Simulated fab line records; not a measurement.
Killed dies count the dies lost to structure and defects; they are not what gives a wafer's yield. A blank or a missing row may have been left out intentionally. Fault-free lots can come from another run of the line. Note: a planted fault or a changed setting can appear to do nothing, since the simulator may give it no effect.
Chamber matching	flow sky130	4 sister chambers for SKY_METAL4_ETCH_17 on rieDiel-01
The step etches SiO2 in C4F8/O2/Ar, stops on TiN, time 3.9 s, target depth 15 nm. 8 wafers are shown with their chamber, then 7 later ones without.

== WAFERS, EACH WITH ITS CHAMBER ==
wafer	chamber	oesProductAu (a.u.)
L347.1	1	0.741
L353.5	0	0.748
L353.6	3	0.751
L356.1	2	0.749
L356.3	1	0.739
L356.6	3	0.759
L362.2	2	0.753
L362.5	0	0.764

== WAFERS WITH NO CHAMBER GIVEN ==
wafer	oesProductAu (a.u.)
L362.6	0.758
L363.1	0.748
L363.4	0.750
L363.5	0.762
L365.1	0.755
L365.5	0.765
L365.6	0.761

== CHAMBER TAKEN BY EACH ==
wafer	from the rows above	in truth
L362.6	can't be placed: 0 or 3 or 2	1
L363.1	can't be placed: 2 or 3 or 0 or 1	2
L363.4	can't be placed: 2 or 3 or 0 or 1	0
L363.5	can't be placed: 0 or 3 or 2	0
L365.1	can't be placed: 3 or 0 or 2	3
L365.5	can't be placed: 0 or 3 or 2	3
L365.6	can't be placed: 0 or 3 or 2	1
0 of 7 placed correctly. Unplaceable from these rows: 7, with the true chamber sitting among the candidates in 5. 0 placed wrongly.
How it was worked out, from the rows above alone: a wafer's distance from a chamber is the root of the sum, over the readings, of the square of ((its reading less the chamber's mean) divided by the reading's scatter). If the next closest chamber is less than 2 further off than the closest, the wafer can't be placed; otherwise it belongs to the closest. For every chamber, the mean is computed from those of its wafers that are shown. How the scatter is found: for the shown wafers, subtract from each reading the mean of its chamber, square and add these, divide the total by (wafers less chambers), then take the root.
